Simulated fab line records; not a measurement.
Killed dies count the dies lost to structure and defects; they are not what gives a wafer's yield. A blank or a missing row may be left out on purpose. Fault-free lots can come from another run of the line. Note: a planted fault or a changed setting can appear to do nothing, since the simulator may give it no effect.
fab line records    flow sky130
record lots=6  wafers=18  last_day=49
route steps=708 shown LDD_N@249 LDD_P@255
lots with no fault: from the same line, run without faults
start_h: the number of hours between the record's first day and the start of the first shown wafer of the lot    wait_h: hours elapsed since this lot's preceding step    " repeats the value in the row above    L1.1+2: one row covering several wafers at once    - no value, or no start given    * or withheld: withheld    < > ~ a bound
route shown NAME@n: a module of which the file shows steps, and the number in the route of the first    usual: average and standard deviation across the fault-free wafers    same: alike in all rows    chamber/n: place in a boat    sites: readings site by site    _std_site: standard deviation of those values    _edge_site: inner sites' mean taken away from outer sites' mean    radius_mm: how far each site lies from the wafer's centre    mask NAME#n: copy n    behind: the most recent tool/chamber to have shaped the wafer    hold: why the lot was held/for how many hours/how that ended    device: names the non-switching transistor (n, p or np)    end of line: the tests these same wafers got at the end of their route    where a step has no rows: the recipe by itself    killed: dies that structure and defects cost at the first sort, which is not the same as the wafer's yield    map: per-die view of a wafer (x killed, . not killed, _ where there is no die)
set.NAME: the run value of the setting; set.NAME@STEP: its run value at that earlier step    model.NAME: the simulator's own value behind a step, which no gauge read
certain route steps with their lots: each step a table, each wafer a row
services: from which hour (start_h, from the record's first day; less than 0 if before it) a tool's chamber was out of use, for how many hours, and why
## steps
# step SKY_LDD_N_IMPLANT_12
# recipe species=BF2  energy_kev=50  dose_cm2=5e+12  tilt_deg=30  rotation_deg=0
# step SKY_LDD_N_IMPLANT_13
# recipe species=BF2  energy_kev=50  dose_cm2=5e+12  tilt_deg=30  rotation_deg=90
# step SKY_LDD_N_IMPLANT_14
# recipe species=BF2  energy_kev=50  dose_cm2=5e+12  tilt_deg=30  rotation_deg=180
# step SKY_LDD_N_IMPLANT_15
# recipe species=BF2  energy_kev=50  dose_cm2=5e+12  tilt_deg=30  rotation_deg=270
# step SKY_LDD_N_STRIP_16
# recipe chemistry=O2/N2  power_w=1400  pressure_mtorr=1500  platen_temp_c=withheld  o2_flow_sccm=3000  n2_flow_sccm=300  overash_fraction=0.5
# usual chamber_pressure_mTorr=1499.9/1.5  drypump_motor_current_A=6.06/0.2  o2_flow_sccm=2999/9.9  oes_product_au=0.407/0.0044  strip_time_to_endpoint_s=4.310/0.014
lot.wafer  tool             chamber  start_h  wait_h  chamber_pressure_mTorr  drypump_motor_current_A  o2_flow_sccm  oes_product_au  rf_hours_counter_h  strip_time_to_endpoint_s
L997.1     plasma_asher-01  0        471.27   0.1     1497.9                  6.18                     3017          0.405           63                  4.303
L997.2     "                1        "        "       1500.3                  6.26                     3000          0.395           63                  4.304
L997.3     "                1        "        "       1500.0                  6.25                     3008          0.404           -                   4.310
L101.1     plasma_asher-04  0        514.94   0.1     1499.6                  6.09                     2996          0.408           40                  4.301
L101.5     "                0        "        "       1500.3                  6.05                     2997          0.412           -                   4.290
L101.6     "                1        "        "       1500.0                  5.68                     3011          0.414           -                   4.281
L103.2     plasma_asher-04  0        525.19   0.1     1500.4                  6.07                     3002          0.400           41                  4.298
L103.3     "                0        "        "       1499.7                  6.03                     2995          0.412           -                   4.308
L103.5     "                0        "        "       1501.6                  6.06                     2993          0.406           -                   4.313
L104.2     plasma_asher-02  1        531.91   0.1     1498.9                  6.24                     3002          0.403           86                  4.304
L104.5     "                0        "        "       1500.5                  5.98                     3008          0.414           -                   4.300
L104.6     "                1        "        "       1500.3                  6.25                     2984          0.401           -                   4.279
L107.2     plasma_asher-02  0        561.01   0.1     1503.4                  5.97                     3004          0.407           89                  4.304
L107.3     "                1        "        "       1500.3                  6.23                     3021          0.406           -                   4.279
L107.6     "                1        "        "       1499.2                  6.24                     2995          0.410           -                   4.287
L108.1     plasma_asher-01  1        568.89   0.1     1502.3                  6.21                     2983          0.403           72                  4.291
L108.2     "                0        "        "       1498.3                  6.16                     3014          0.411           72                  4.292
L108.6     "                0        "        "       1501.6                  6.16                     3001          0.412           -                   4.307
# step SKY_LDD_N_TW_MEAS_17
# usual LDD_N_TW=2588/29
lot.wafer  tool           chamber  start_h  wait_h  LDD_N_TW
L997.1     film_metro-03  -        471.37   0.1     2603
L997.2     "              -        "        "       2618
L997.3     "              -        "        "       2620
L101.1     film_metro-02  -        515.04   0.1     2563
L101.5     "              -        "        "       2575
L101.6     "              -        "        "       2560
L103.2     film_metro-01  -        525.30   0.1     2590
L103.3     "              -        "        "       2586
L103.5     "              -        "        "       2596
L104.2     film_metro-03  -        532.02   0.1     2601
L104.5     "              -        "        "       2617
L104.6     "              -        "        "       2614
L107.2     film_metro-01  -        561.12   0.1     2557
L107.3     "              -        "        "       2562
L107.6     "              -        "        "       2564
L108.1     film_metro-01  -        568.99   0.1     2576
L108.2     "              -        "        "       2564
L108.6     "              -        "        "       2560
# step SKY_LDD_P_DEHYDRATE_00
# recipe temp_c=200  time_s=60
# step SKY_LDD_P_HMDS_01
# recipe prime_time_s=60  prime_temp_c=120
# step SKY_LDD_P_COAT_02
# recipe resist=NOVOLAK  spin_rpm=3000  resist_thk_nm=1140
# step SKY_LDD_P_SOFTBAKE_03
# recipe temp_c=90  time_s=60  resist=NOVOLAK
# step SKY_LDD_P_EXPOSE_04
# recipe mask_id=PSDM  na=0.6  source_shape=conventional  sigma_outer=0.6  polarization=unpolarized  target_cd_nm=380  dose_mj=138
# step SKY_LDD_P_PEB_05
# recipe temp_c=withheld  time_s=*  resist=NOVOLAK
# step SKY_LDD_P_DEVELOP_06
# recipe resist=NOVOLAK  developer=TMAH  develop_time_s=60  dev_temp_c=23
lot.wafer   tool            chamber  start_h  wait_h
L997.1+2+3  litho_track-01  0        502.07   0.1
L101.1+5+6  litho_track-02  0        544.61   0.1
L103.2+3+5  litho_track-02  0        555.43   0.1
L104.2+5+6  litho_track-02  0        561.38   0.1
L107.2+3+6  litho_track-01  0        589.80   0.1
L108.1+2+6  litho_track-01  0        598.72   0.1
# step SKY_LDD_P_CD_MEAS_07
# recipe target_cd_nm=380
# usual cd_nm=380.1/2.2
lot.wafer  tool       chamber  start_h  wait_h  cd_nm
L997.1     cd_sem-01  -        502.22   0.1     374.7
L997.2     "          -        "        "       376.8
L997.3     "          -        "        "       375.8
L101.1     cd_sem-01  -        544.76   0.1     379.2
L101.5     "          -        "        "       380.2
L101.6     "          -        "        "       382.7
L103.2     cd_sem-01  -        555.58   0.1     381.7
L103.3     "          -        "        "       381.1
L103.5     "          -        "        "       388.7
L104.2     cd_sem-02  -        561.53   0.1     382.6
L104.5     "          -        "        "       389.9
L104.6     "          -        "        "       384.4
L107.2     cd_sem-01  -        589.94   0.1     379.6
L107.3     "          -        "        "       378.0
L107.6     "          -        "        "       378.7
L108.1     cd_sem-01  -        598.87   0.1     378.7
L108.2     "          -        "        "       379.9
L108.6     "          -        "        "       378.9
# step SKY_LDD_P_OVL_MEAS_08
# usual LDD_P_OVL=-0.2/1.3
lot.wafer  tool        chamber  start_h  wait_h  LDD_P_OVL[nm]
L997.1     overlay-02  -        502.34   0.1     1.6
L997.2     "           -        "        "       1.9
L997.3     "           -        "        "       -0.6
L101.1     overlay-01  -        544.88   0.1     -0.2
L101.5     "           -        "        "       1.2
L101.6     "           -        "        "       -0.2
L103.2     overlay-02  -        555.68   0.1     -1.1
L103.3     "           -        "        "       -1.1
L103.5     "           -        "        "       1.1
L104.2     overlay-02  -        561.63   0.1     -0.5
L104.5     "           -        "        "       0.8
L104.6     "           -        "        "       1.1
L107.2     overlay-02  -        590.05   0.1     -2.6
L107.3     "           -        "        "       -1.7
L107.6     "           -        "        "       -0.1
L108.1     overlay-02  -        598.99   0.1     -2.7
L108.2     "           -        "        "       -3.5
L108.6     "           -        "        "       -2.7
## services
tool             chamber  start_h  hours  kind
plasma_asher-02  -        459.30   1.2    repair
plasma_asher-01  -        473.36   14.3   repair
plasma_asher-01  -        476.47   2.3    repair
plasma_asher-01  -        487.68   2.8    pm
plasma_asher-02  -        506.91   13.5   repair
plasma_asher-01  -        507.33   1.5    repair
plasma_asher-04  -        574.13   7.3    pm
plasma_asher-02  -        583.73   2.8    pm
## key
first_sign step=SKY_LDD_P_CD_MEAS_07  reading=cd_nm  direction=up  sigmas=4.1  usual=380.1  struck=389.3
effect none on later readings
met_at SKY_LDD_P_DEVELOP_06
struck_wafers L103.5,L104.5
tester_left_out L103,L104
onset_between 544.61 555.43
fault kind=process_parameter_drift  tool=litho_track-02  chamber=-  onset_h=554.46  steps=SKY_LDD_P_DEVELOP_06  channel=develop_time_s  offset=*  shape=step  end_h=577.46  scope=struck_wafers_only  acts_in=*  stated=*
# tester_left_out: of these lots the tester's yield and bins aren't shown, on N5 and GAA mostly nor the transistor test; their killed dies are dies lost to structure and defects alone, not to doping, threshold or leakage, so they don't give the yield
